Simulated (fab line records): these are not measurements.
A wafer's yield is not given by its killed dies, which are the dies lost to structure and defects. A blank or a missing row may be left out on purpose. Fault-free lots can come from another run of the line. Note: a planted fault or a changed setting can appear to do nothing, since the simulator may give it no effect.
Which tool is to blame? / flow sky130 / 15 lots, 45 wafers sampled, at 2 steps of a route of 708

== WHAT EACH GAUGE READ, for each wafer ==
SKY_FIELD_ISO_THK_MEAS_25. Usual: FIELD_ISO_CVD_24_THK typically reads 594 nm, with standard deviation 5.3.
lot=L267; measured=day 2 06:57; on=film_metro-03; FIELD_ISO_CVD_24_THK (nm)=585 592 597; flag=
lot=L268; measured=day 2 13:04; on=film_metro-04; FIELD_ISO_CVD_24_THK (nm)=595 586 599; flag=
lot=L271; measured=day 3 04:47; on=film_metro-04; FIELD_ISO_CVD_24_THK (nm)=598 589 588; flag=
lot=L272; measured=day 3 10:44; on=film_metro-04; FIELD_ISO_CVD_24_THK (nm)=600 597 600; flag=
lot=L273; measured=day 3 16:08; on=film_metro-02; FIELD_ISO_CVD_24_THK (nm)=581 582 591; flag=
lot=L274; measured=day 3 21:13; on=film_metro-04; FIELD_ISO_CVD_24_THK (nm)=595 597 593; flag=
lot=L278; measured=day 4 17:21; on=film_metro-04; FIELD_ISO_CVD_24_THK (nm)=589 588 587; flag=
lot=L279; measured=day 4 22:33; on=film_metro-02; FIELD_ISO_CVD_24_THK (nm)=598 588 590; flag=
lot=L280; measured=day 5 04:16; on=film_metro-04; FIELD_ISO_CVD_24_THK (nm)=581 593 585; flag=
lot=L281; measured=day 5 09:26; on=film_metro-03; FIELD_ISO_CVD_24_THK (nm)=588 597 593; flag=
lot=L283; measured=day 5 18:59; on=film_metro-02; FIELD_ISO_CVD_24_THK (nm)=592 595 597; flag=
lot=L285; measured=day 6 06:15; on=film_metro-04; FIELD_ISO_CVD_24_THK (nm)=599 594 597; flag=
lot=L286; measured=day 6 10:10; on=film_metro-02; FIELD_ISO_CVD_24_THK (nm)=590 599 599; flag=
lot=L287; measured=day 6 15:05; on=film_metro-02; FIELD_ISO_CVD_24_THK (nm)=600 602 603; flag=
lot=L288; measured=day 6 21:12; on=film_metro-02; FIELD_ISO_CVD_24_THK (nm)=598 596 588; flag=

SKY_NWELL_OVL_MEAS_23. Usual: NWELL_01_OVL typically reads -1.1 nm, with standard deviation 1.7.
lot=L267; measured=day 5 05:17; on=overlay-01; NWELL_01_OVL (nm)=-0.9 -1.5 0.0; flag=
lot=L268; measured=day 5 15:13; on=overlay-01; NWELL_01_OVL (nm)=-2.4 -2.4 -3.2; flag=
lot=L271; measured=day 6 09:14; on=overlay-02; NWELL_01_OVL (nm)=-1.3 -1.0 0.7; flag=
lot=L272; measured=day 6 14:52; on=overlay-01; NWELL_01_OVL (nm)=0.7 -2.2 -2.1; flag=
lot=L273; measured=day 6 21:45; on=overlay-01; NWELL_01_OVL (nm)=-2.6 -3.1 -3.3; flag=
lot=L274; measured=day 7 01:24; on=overlay-01; NWELL_01_OVL (nm)=-2.5 -2.9 -2.8; flag=
lot=L278; measured=day 8 01:14; on=overlay-01; NWELL_01_OVL (nm)=-2.2 -2.4 -3.3; flag=
lot=L279; measured=day 8 09:22; on=overlay-02; NWELL_01_OVL (nm)=1.9 -1.0 1.2; flag=
lot=L280; measured=day 8 13:49; on=overlay-01; NWELL_01_OVL (nm)=0.2 1.6 1.3; flag=
lot=L281; measured=day 8 23:07; on=overlay-01; NWELL_01_OVL (nm)=-0.6 0.2 -0.3; flag=
lot=L283; measured=day 9 09:37; on=overlay-02; NWELL_01_OVL (nm)=0.8 0.8 0.3; flag=
lot=L285; measured=day 9 23:56; on=overlay-02; NWELL_01_OVL (nm)=-1.9 -1.0 -3.5; flag=
lot=L286; measured=day 10 01:42; on=overlay-02; NWELL_01_OVL (nm)=-1.6 -3.1 -2.0; flag=
lot=L287; measured=day 10 06:01; on=overlay-02; NWELL_01_OVL (nm)=2.3 1.7 2.3; flag=
lot=L288; measured=day 10 13:52; on=overlay-01; NWELL_01_OVL (nm)=-1.6 -0.7 -2.4; flag=

== WHICH TOOL RAN EACH LOT (tool, then ch and the chambers of the sampled wafers, then the start) ==
Before these readings, the record contains no process step.

== WHAT THE TOOLS THEMSELVES READ (means of the sampled wafers that have a number; where no wafer has one, the mark that the record gives instead) ==
The record holds no such reading with a usual standard deviation.

== THE ANSWER, worked out from the rows above alone ==
Rule: take the mean of a lot's wafers that have a number; if it is more than 3 standard deviations from the usual mean, the lot is off. A lot without any number at a reading at which 4 lots or more have one is off too. Any other lot the step has rows for is counted as sound. The gauges are gone through in route order, then the tools' own readings, and for those a lot's mean is taken as printed above. At the first step where some lot is off, the reading lying furthest off is the one used; lots without a number count as furthest.
No lot is off at any reading shown: from this, nothing can be told.

== WHAT THE SIMULATOR HAD INSERTED ==
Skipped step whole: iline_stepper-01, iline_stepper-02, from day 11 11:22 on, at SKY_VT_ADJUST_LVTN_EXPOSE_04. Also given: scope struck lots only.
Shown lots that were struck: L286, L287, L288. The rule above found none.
